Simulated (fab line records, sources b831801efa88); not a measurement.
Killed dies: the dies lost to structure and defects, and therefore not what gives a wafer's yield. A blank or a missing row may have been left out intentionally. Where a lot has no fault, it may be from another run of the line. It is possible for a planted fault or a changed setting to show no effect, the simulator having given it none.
Matching of chambers    flow gf180mcu    GF_MIM_CVD_05 on pecvd-02: 3 sister chambers
The step deposits Si3N4, target thk 42 nm, time 29.086 s. 6 wafers are shown with their chamber, then 7 later ones without.

WAFERS WITH THEIR CHAMBER
wafer   chamber  heater power w (W)
L724.3  0        629
L725.6  2        602
L734.4  2        683
L734.5  1        669
L743.2  1        633
L743.4  0        552

WAFERS WITHOUT THEIR CHAMBER
wafer   heater power w (W)
L743.6  624
L744.1  661
L744.2  574
L744.6  575
L745.2  688
L745.4  680
L745.5  657

EACH ONE'S CHAMBER
wafer   from the rows above           in truth
L743.6  can't be placed: 2 or 1 or 0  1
L744.1  can't be placed: 1 or 2 or 0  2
L744.2  can't be placed: 0 or 2 or 1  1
L744.6  can't be placed: 0 or 2 or 1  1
L745.2  can't be placed: 1 or 2 or 0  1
L745.4  can't be placed: 1 or 2 or 0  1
L745.5  can't be placed: 1 or 2 or 0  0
0 of 7 placed correctly. From these rows, 7 cannot be placed; in 7 the true chamber is one of the candidates. Wrongly placed: 0.
How it was worked out, from the rows above alone: a wafer's distance from a chamber is the root of the sum, over the readings, of the square of ((its reading less the chamber's mean) divided by the reading's scatter). If the next closest chamber is less than 2 further off than the closest, the wafer can't be placed; otherwise it belongs to the closest. Each chamber's mean is taken over the wafers shown for it. The scatter is the square root of a quotient: the sum, over the shown wafers, of each reading's squared deviation from its chamber's mean, divided by wafers minus chambers.
